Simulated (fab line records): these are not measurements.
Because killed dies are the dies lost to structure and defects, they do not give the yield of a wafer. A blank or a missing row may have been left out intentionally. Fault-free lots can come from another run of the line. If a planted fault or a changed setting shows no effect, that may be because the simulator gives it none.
The tool behind it: which one?	flow sky130	Sampling: 13 lots, 39 wafers, 4 of 708 route steps

== WHAT EACH GAUGE READ, for each wafer ==
SKY_CONTACT_THK_MEAS_01. Usual: CONTACT_CVD_00_THK typically reads 75.2 nm, with standard deviation 1.1.
lot	measured	on	CONTACT_CVD_00_THK (nm)	flag
L379	day 30 21:08	filmMetro-01	74.0 74.8 76.0	
L380	day 31 09:17	filmMetro-04	75.7 73.0 74.9	
L381	day 31 17:30	filmMetro-04	74.6 75.3 76.2	
L382	day 31 20:11	filmMetro-01	76.3 75.1 76.7	
L383	day 32 06:51	filmMetro-01	76.7 74.6 78.3	
L393	day 35 19:37	filmMetro-02	75.6 76.5 75.7	
L394	day 36 03:58	filmMetro-04	73.8 76.2 75.2	
L395	day 36 04:32	filmMetro-04	75.6 76.5 76.3	
L396	day 36 06:23	filmMetro-02	75.3 75.8 76.9	
L398	day 36 23:14	filmMetro-02	74.6 75.0 75.0	
L399	day 37 10:59	filmMetro-02	73.6 76.9 75.9	
L400	day 38 01:02	filmMetro-02	75.2 76.1 76.4	
L401	day 38 07:47	filmMetro-01	73.7 76.2 77.4	

== TOOL THAT RAN EACH LOT (tool first, then ch and the chambers of the sampled wafers, then the start) ==
lot	SKY_LI_CONTACT_CMP_24	SKY_LOCAL_INTERCONNECT_METAL_ETCH_14	SKY_CONTACT_CVD_00
L379	cmp-02 ch 0,3, day 29 15:37	rieMetal-04 ch 0,1, day 30 20:28	pecvd-04 ch 0,1, day 30 21:06
L380	cmp-01 ch 1,3, day 30 05:00	rieMetal-03 ch 0, day 31 08:34	pecvd-03 ch 0,2, day 31 09:16
L381	cmp-01 ch 0,3, day 30 12:32	rieMetal-03 ch 0,1, day 31 16:49	pecvd-04 ch 0,2, day 31 17:27
L382	cmp-02 ch 1,3, day 30 15:31	rieMetal-04 ch 0,1, day 31 19:31	pecvd-04 ch 0,1,2, day 31 20:09
L383	cmp-02 ch 0,1,3, day 31 02:50	rieMetal-03 ch 0,1, day 32 06:10	pecvd-02 ch 0,2, day 32 06:49
L393	cmp-01 ch 0,2,3, day 34 14:55	rieMetal-01 ch 0,1, day 35 18:55	pecvd-04 ch 1,2, day 35 19:34
L394	cmp-01 ch 1,3, day 35 00:48	rieMetal-03 ch 0,1, day 36 03:17	pecvd-04 ch 1,2, day 36 03:54
L395	cmp-01 ch 2,3, day 35 01:06	rieMetal-03 ch 0,1, day 36 03:51	pecvd-03 ch 0,2, day 36 04:30
L396	cmp-01 ch 0,1,3, day 35 02:24	rieMetal-01 ch 0,1, day 36 05:41	pecvd-02 ch 0,2, day 36 06:20
L398	cmp-01 ch 1,2,3, day 35 20:14	rieMetal-03 ch 0,1, day 36 22:34	pecvd-04 ch 0,1, day 36 23:12
L399	cmp-02 ch 0,3, day 36 07:30	rieMetal-03 ch 0,1, day 37 10:19	pecvd-02 ch 0,1, day 37 10:58
L400	cmp-02 ch 0,1,3, day 36 21:36	rieMetal-03 ch 0,1, day 38 00:21	pecvd-04 ch 0,2, day 38 01:00
L401	cmp-02 ch 0,1,2, day 37 04:53	rieMetal-01 ch 0, day 38 07:01	pecvd-03 ch 0,1, day 38 07:44
- SKY_LI_CONTACT_CMP_24: polishes, stops on PSG, t overpolish 20 s, target thk 0 nm.
- SKY_LOCAL_INTERCONNECT_METAL_ETCH_14: etches TiN in Cl2/BCl3, stops on PSG, target depth 110 nm, time 31.4 s.
- SKY_CONTACT_CVD_00: deposits Si3N4, target thk 75 nm.

== AS READ BY THE TOOLS THEMSELVES (means over the sampled wafers that have a number; for cases with no such wafer, the mark the record gives instead) ==
SKY_LI_CONTACT_CMP_24. Usual: headPressurePsi 3.500 psi, standard deviation 0.0075; motorCurrentA 11.8 A, standard deviation 0.67; overpolishRunS 20.000 s, standard deviation 0.0096; timeToEndpointS 95 s, standard deviation 3.9.
lot	tool	headPressurePsi (psi)	motorCurrentA (A)	overpolishRunS (s)	timeToEndpointS (s)	flag
L379	cmp-02	3.502	12.2	19.999	94	
L380	cmp-01	3.499	12.2	20.004	95	
L381	cmp-01	3.498	12.4	20.012	90	
L382	cmp-02	3.499	11.3	20.005	98	
L383	cmp-02	3.504	11.8	19.996	99	
L393	cmp-01	3.497	12.1	19.993	94	
L394	cmp-01	3.502	12.2	19.994	91	
L395	cmp-01	3.509	11.8	20.004	97	
L396	cmp-01	3.498	12.4	20.008	94	
L398	cmp-01	3.500	12.0	19.997	91	
L399	cmp-02	3.504	12.1	19.988	98	
L400	cmp-02	3.501	11.9	19.995	97	
L401	cmp-02	3.499	11.3	20.004	98	

SKY_LOCAL_INTERCONNECT_METAL_ETCH_14. Usual: biasW 48.52 W, standard deviation 0.12; drypumpMotorCurrentA 5.8 A, standard deviation 0.44; oesProductAu 0.944 a.u., standard deviation 0.0097; throttleValvePct 21.899 %, standard deviation 0.011.
lot	tool	biasW (W)	drypumpMotorCurrentA (A)	oesProductAu (a.u.)	throttleValvePct (%)	flag
L379	rieMetal-04	48.41	6.4	0.946	21.900	
L380	rieMetal-03	48.58	5.6	0.943	21.892	
L381	rieMetal-03	48.54	5.5	0.948	21.897	
L382	rieMetal-04	48.43	6.0	0.926	21.904	
L383	rieMetal-03	59.57	5.5	0.935	21.919	OFF
L393	rieMetal-01	48.58	5.9	0.933	21.905	
L394	rieMetal-03	48.45	5.6	0.958	21.895	
L395	rieMetal-03	48.47	5.5	0.932	21.914	
L396	rieMetal-01	48.59	5.8	0.939	21.901	
L398	rieMetal-03	48.44	5.6	0.957	21.896	
L399	rieMetal-03	48.52	5.6	0.960	21.890	
L400	rieMetal-03	48.46	5.5	0.949	21.899	
L401	rieMetal-01	48.55	6.1	0.952	21.894	

SKY_CONTACT_CVD_00. Usual: heaterPowerW 681 W, standard deviation 94.
lot	tool	heaterPowerW (W)	flag
L379	pecvd-04	604	
L380	pecvd-03	615	
L381	pecvd-04	669	
L382	pecvd-04	655	
L383	pecvd-02	821	
L393	pecvd-04	683	
L394	pecvd-04	608	
L395	pecvd-03	595	
L396	pecvd-02	775	
L398	pecvd-04	660	
L399	pecvd-02	722	
L400	pecvd-04	638	
L401	pecvd-03	761	

== THE ANSWER, worked out from the rows above alone ==
Rule: take the mean of a lot's wafers that have a number; if it is more than 3 standard deviations from the usual mean, the lot is off. Also off: a lot with no number at a reading for which 4 or more lots have one. All remaining lots with rows at the step are treated as sound. The gauges are gone through in route order, then the tools' own readings, and for those a lot's mean is taken as printed above. The first step at which some lot is off is used, and at that step the reading that is off furthest; a lot without a number counts as furthest.
Off: L383 (SKY_LOCAL_INTERCONNECT_METAL_ETCH_14, biasW).
If a tool, at that step or one of the process steps before it, ran each lot that is off and ran no sound lot following the first of them, it fits. None of those tried fits.

== WHAT HAD BEEN PUT IN BY THE SIMULATOR ==
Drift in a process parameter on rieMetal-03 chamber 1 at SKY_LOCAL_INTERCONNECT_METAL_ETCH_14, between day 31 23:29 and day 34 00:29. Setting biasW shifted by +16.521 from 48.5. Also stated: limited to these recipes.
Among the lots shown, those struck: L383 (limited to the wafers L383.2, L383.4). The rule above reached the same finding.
